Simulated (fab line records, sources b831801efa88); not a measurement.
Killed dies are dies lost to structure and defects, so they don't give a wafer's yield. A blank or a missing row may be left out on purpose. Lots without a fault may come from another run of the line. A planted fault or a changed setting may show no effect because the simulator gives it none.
Which tool did it? | flow sky130 | 7 lots, 20 wafers sampled, at 1 step of a route of 708

WHAT THE GAUGES READ, wafer by wafer
SKY_FIELD_ISO_BOW_MEAS_00.
lot  | measured    | on            | INCOMING_BOW (um)
L527 | day 1 15:00 | film_metro-03 | -5 -4 5
L529 | day 2 01:00 | film_metro-01 | 7 1 6
L534 | day 3 02:00 | film_metro-01 | 15 4 -12
L538 | day 3 22:04 | film_metro-02 | 6 0
L540 | day 4 08:00 | film_metro-02 | 4 2 18
L545 | day 5 09:02 | film_metro-01 | 7 0 8
L549 | day 6 05:00 | film_metro-02 | -8 -3 -4

WHICH TOOL RAN EACH LOT (tool, then ch and the chambers of the sampled wafers, then the start)
The record holds no process step before these readings.

THE ANSWER, worked out from the rows above alone
Rule: what is usual is taken from the lots themselves. Put in order of their means at a reading, lots are off if they are a third of the lots or fewer, leave a main group of 4 or more, and stand apart from it by a gap of 3 or more times the standard deviation of the main group's means; of several such gaps the widest counts. A main group whose means are all the same, to the digits that the tables above print for the reading, isn't used. A lot without any number at a reading at which 4 lots or more have one is off too. The other lots that the step has rows for count as sound.
No lot is off at any reading shown: from this, nothing can be told.

WHAT THE SIMULATOR HAD PUT IN
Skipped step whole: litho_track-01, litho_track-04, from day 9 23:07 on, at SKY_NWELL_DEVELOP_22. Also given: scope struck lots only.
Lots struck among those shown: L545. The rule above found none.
